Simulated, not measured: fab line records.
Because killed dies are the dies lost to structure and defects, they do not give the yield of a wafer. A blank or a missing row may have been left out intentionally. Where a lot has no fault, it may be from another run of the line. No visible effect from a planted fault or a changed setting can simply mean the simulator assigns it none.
What tool caused it?    flow gf180mcu    14 lots with 42 wafers sampled at 4 steps, on a route of 602 steps

WHAT EACH GAUGE READ, for each wafer
GF_CONTACT_THK_MEAS_26: measures by xrf. Usual: CONTACT_W_THK typically reads 304 nm, with standard deviation 3.5.
lot   measured      on             CONTACT_W_THK (nm)  flag
L658  day 16 06:41  film metro-03  298 301 302         
L660  day 17 22:50  film metro-03  308 302 303         
L661  day 18 01:26  film metro-03  306 311 309         
L663  day 18 08:01  film metro-01  303 303 303         
L670  day 20 23:23  film metro-03  305 303 305         
L671  day 21 16:27  film metro-01  299 301 298         
L672  day 21 19:20  film metro-04  297 294 297         
L673  day 22 04:33  film metro-03  304 305 305         
L674  day 22 08:34  film metro-03  304 300 308         
L675  day 22 16:55  film metro-01  305 300 301         
L676  day 23 01:08  film metro-04  305 302 300         
L678  day 23 15:33  film metro-03  306 304 307         
L679  day 23 23:59  film metro-03  305 303 306         
L680  day 24 08:37  film metro-03  307 310 306         

GF_V1_OVL_MEAS_15. Usual: V1_OVL typically reads 0 nm, with standard deviation 5.7.
lot   measured      on          V1_OVL (nm)  flag
L658  day 18 04:29  overlay-02  -1 -2 1      
L660  day 20 00:22  overlay-01  6 -2 4       
L661  day 20 02:19  overlay-01  1 3 6        
L663  day 20 10:09  overlay-01  3 -12 -6     
L670  day 22 23:47  overlay-02  -5 -5 1      
L671  day 23 15:51  overlay-02  1 4 -7       
L672  day 23 19:29  overlay-02  6 7 10       
L673  day 24 04:03  overlay-01  2 6 3        
L674  day 24 08:45  overlay-01  6 5 3        
L675  day 24 16:34  overlay-02  7 1 0        
L676  day 24 23:47  overlay-02  14 5 7       
L678  day 25 13:10  overlay-01  -2 -5 -10    
L679  day 25 20:29  overlay-01  3 -2 4       
L680  day 26 05:31  overlay-02  1 5 3        

TOOL THAT RAN EACH LOT (tool first, then ch and the chambers of the sampled wafers, then the start)
lot   GF_M1_SPUTTER_02              GF_V1_CMP_04
L658  pvd sputter-03, day 16 07:10  cmp-02 ch 0,1,3, day 17 05:45
L660  pvd sputter-01, day 17 23:19  cmp-01 ch 0,1, day 18 23:31
L661  pvd sputter-04, day 18 01:56  cmp-02 ch 0,2,3, day 19 01:49
L663  pvd sputter-03, day 18 08:31  cmp-02 ch 0,1,3, day 19 09:37
L670  pvd sputter-01, day 20 23:52  cmp-01 ch 0,3, day 22 00:22
L671  pvd sputter-01, day 21 16:56  cmp-01 ch 0,3, day 22 16:56
L672  pvd sputter-03, day 21 19:49  cmp-01 ch 0,1,3, day 22 20:14
L673  pvd sputter-01, day 22 05:07  cmp-01 ch 1,2,3, day 23 05:11
L674  pvd sputter-01, day 22 09:03  cmp-01 ch 0,1,2, day 23 09:09
L675  pvd sputter-03, day 22 17:40  cmp-02 ch 0,1,3, day 23 17:51
L676  pvd sputter-04, day 23 01:38  cmp-01 ch 0,3, day 24 01:50
L678  pvd sputter-04, day 23 16:02  cmp-01 ch 0,1,2, day 24 15:31
L679  pvd sputter-01, day 24 00:29  cmp-01 ch 0,3, day 24 22:42
L680  pvd sputter-04, day 24 09:06  cmp-01 ch 0,2, day 25 07:40
- GF_M1_SPUTTER_02: material AlCu, target thk 450 nm, time 23.9 s.
- GF_V1_CMP_04: polishes SiO2.

WHAT THE TOOLS THEMSELVES READ (means of the sampled wafers that have a number; where no wafer has one, the mark that the record gives instead)
GF_M1_SPUTTER_02. Usual: cathode dc power W 10600 W, standard deviation 2; throttle valve pct 30.0 %, standard deviation 0.5.
lot   tool            cathode dc power W (W)  throttle valve pct (%)  flag
L658  pvd sputter-03  10600                   30.7                    
L660  pvd sputter-01  10599                   30.0                    
L661  pvd sputter-04  10600                   30.0                    
L663  pvd sputter-03  10602                   30.6                    
L670  pvd sputter-01  10600                   29.6                    
L671  pvd sputter-01  10599                   29.9                    
L672  pvd sputter-03  10601                   30.8                    
L673  pvd sputter-01  10598                   29.7                    
L674  pvd sputter-01  10601                   29.7                    
L675  pvd sputter-03  10600                   30.7                    
L676  pvd sputter-04  10598                   29.6                    
L678  pvd sputter-04  10601                   29.9                    
L679  pvd sputter-01  10600                   29.8                    
L680  pvd sputter-04  10599                   29.7                    

GF_V1_CMP_04. Usual: edge zone pressure frac 0.999, standard deviation 0.0048; head pressure psi 3.999 psi, standard deviation 0.008; motor current A 11.0 A, standard deviation 1.1; time to endpoint s 77 s, standard deviation 6.6.
lot   tool    edge zone pressure frac  head pressure psi (psi)  motor current A (A)  time to endpoint s (s)  flag
L658  cmp-02  1.003                    4.003                    11.4                 75                      
L660  cmp-01  1.000                    3.998                    10.6                 76                      
L661  cmp-02  0.996                    4.003                    12.0                 80                      
L663  cmp-02  0.998                    4.007                    11.4                 74                      
L670  cmp-01  -                        -                        -                    -                       OFF
L671  cmp-01  -                        -                        -                    -                       OFF
L672  cmp-01  1.002                    4.009                    10.5                 77                      
L673  cmp-01  1.003                    3.998                    10.2                 77                      
L674  cmp-01  0.995                    3.994                    10.7                 70                      
L675  cmp-02  1.002                    4.006                    11.3                 78                      
L676  cmp-01  1.006                    4.006                    10.7                 75                      
L678  cmp-01  1.000                    3.998                    11.2                 78                      
L679  cmp-01  0.999                    3.997                    10.3                 70                      
L680  cmp-01  1.001                    3.998                    11.5                 73                      

THE ANSWER, worked out from the rows above alone
Rule: take the mean of a lot's wafers that have a number; if it is more than 3 standard deviations from the usual mean, the lot is off. A lot without any number at a reading at which 4 lots or more have one is off too. Any other lot the step has rows for is counted as sound. After the gauges, taken in route order, come the tools' own readings; for these a lot's mean is taken, as printed above. At the first step where some lot is off, the reading lying furthest off is the one used; lots without a number count as furthest.
Off: L670, L671, at GF_V1_CMP_04 (edge zone pressure frac). Without a number there: L670, L671.
A tool fits if, at that step or a process step before it, it ran every lot that is off, and no sound lot after the first of them. No candidate that was tried fits.

WHAT WAS PUT IN BY THE SIMULATOR
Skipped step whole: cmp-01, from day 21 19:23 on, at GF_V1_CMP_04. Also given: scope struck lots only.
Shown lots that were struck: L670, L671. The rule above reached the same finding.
